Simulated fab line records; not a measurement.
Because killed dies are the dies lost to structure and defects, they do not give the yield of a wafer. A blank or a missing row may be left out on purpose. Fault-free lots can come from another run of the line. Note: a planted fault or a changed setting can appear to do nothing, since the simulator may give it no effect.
A lot that was struck, set against a sound lot | flow sky130 | 23 out of 708 route steps
Sound: the wafers L448.1, L448.5, L448.6. Wafers struck: L445.1, L445.5, L445.6. Last of all comes the cause.
Order at every step that has rows: each side's tool, ch and its chambers, its first start. Under that, the readings that differ: sound wafers | struck wafers | difference of the means | sigmas: that difference in standard deviations of wafers without a fault.
alike: a reading whose means differ by less than 2 such deviations, as well as words and numbers matching on both sides. not compared: withheld readings; readings where some wafer has no value; bounds like >300 that might hide an equal value; numbers whose values overlap and for which the record gives no deviation.
The two part at a step that has a row with sigmas, a row that says differs or no value, or rows on one side only. Non-overlapping numbers with no deviation appear without sigmas and do not part them. A reading that every wafer of one side lacks parts them only if that side has two wafers or more.

first, 8 steps without rows for these wafers: SKY_LDD_N_IMPLANT_08; SKY_LDD_N_IMPLANT_09; SKY_LDD_N_IMPLANT_10; SKY_LDD_N_IMPLANT_11; SKY_LDD_N_IMPLANT_12; SKY_LDD_N_IMPLANT_13; SKY_LDD_N_IMPLANT_14; SKY_LDD_N_IMPLANT_15.
SKY_LDD_N_STRIP_16: strips in O2/N2.
  sound on plasma asher-03 ch 0,1, day 24 00:46; struck on plasma asher-02 ch 0,1, day 22 11:46
  reading                     | sound       | struck      | difference | sigmas
  drypump motor current A (A) | 5.7 5.7 6.0 | 4.9 5.0 4.9 | -0.9       | -2
  alike: oes product au, strip time to endpoint s
  not compared: rf hours counter h
SKY_LDD_N_TW_MEAS_17:
  struck on film metro-04, day 22 11:52; sound on film metro-02, day 24 00:52
  alike: LDD_N_TW
then, 2 steps without rows for these wafers: SKY_LDD_P_DEHYDRATE_00 (time 60 s); SKY_LDD_P_HMDS_01 (prime time 60 s).
SKY_LDD_P_COAT_02: resist thk 1140 nm.
  sound on litho track-01 ch 0, day 24 15:29; struck on litho track-04 ch 0, day 23 02:52
  reading                                    | sound                | struck               | difference | sigmas
  dispense pressure kPa (kPa)                | 54.9 54.9 55.0       | 47.8 47.7 47.7       | -7.2       | -2
  spin speed rpm (rpm)                       | 3002.2 2999.0 2999.1 | 3404.9 3402.0 3405.4 | +404.0     | +99 or more
  model.NOVOLAK_of_LDD_P_COAT_02.thk nm (nm) | 1143 1143 1142       | 1069 1071 1068       | -73        |
  alike: chill plate temp C
then, 3 steps without rows for these wafers: SKY_LDD_P_SOFTBAKE_03 (time 60 s); SKY_LDD_P_EXPOSE_04 (exposes mask PSDM, target cd 380 nm); SKY_LDD_P_PEB_05.
SKY_LDD_P_DEVELOP_06: develop time 60 s.
  sound on litho track-02 ch 0, day 25 05:57; struck on litho track-04 ch 0, day 23 17:55
  reading                                    | sound          | struck         | difference | sigmas
  model.NOVOLAK_of_LDD_P_COAT_02.thk nm (nm) | 1143 1143 1141 | 1069 1071 1067 | -73        |
  alike: chill plate temp C
SKY_LDD_P_CD_MEAS_07 targets a cd of 380 nm.
  struck on cd sem-01, day 23 18:04; sound on cd sem-01, day 25 06:06
  reading    | sound             | struck            | difference | sigmas
  cd nm (nm) | 376.5 375.2 375.0 | 387.6 386.8 387.9 | +11.9      | +4
SKY_LDD_P_OVL_MEAS_08:
  struck on overlay-01, day 23 18:11; sound on overlay-01, day 25 06:13
  alike: LDD_P_OVL
following that, these wafers have no rows for 1 step: SKY_LDD_P_IMPLANT_09.
SKY_LDD_P_STRIP_10: strips in O2/N2.
  sound on plasma asher-03 ch 0,1, day 25 06:25; struck on plasma asher-03 ch 0,1, day 23 18:22
  reading                      | sound             | struck            | difference | sigmas
  strip time to endpoint s (s) | 14.21 14.21 14.20 | 13.35 13.36 13.31 | -0.87      | -26
  alike: drypump motor current A, oes product au
  not compared: rf hours counter h
SKY_LDD_P_TW_MEAS_11:
  struck on film metro-03, day 23 18:28; sound on film metro-01, day 25 06:31
  alike: LDD_P_TW
following that, these wafers have no rows for 1 step: SKY_PAD_OPEN_PROBE_99.

== WHERE THEY PART ==
At SKY_LDD_N_STRIP_16 first; at SKY_LDD_P_STRIP_10 last (within this record only). Later steps at which nothing parts them and some readings are alike: SKY_LDD_P_TW_MEAS_11.

WHY: the cause the simulator had injected
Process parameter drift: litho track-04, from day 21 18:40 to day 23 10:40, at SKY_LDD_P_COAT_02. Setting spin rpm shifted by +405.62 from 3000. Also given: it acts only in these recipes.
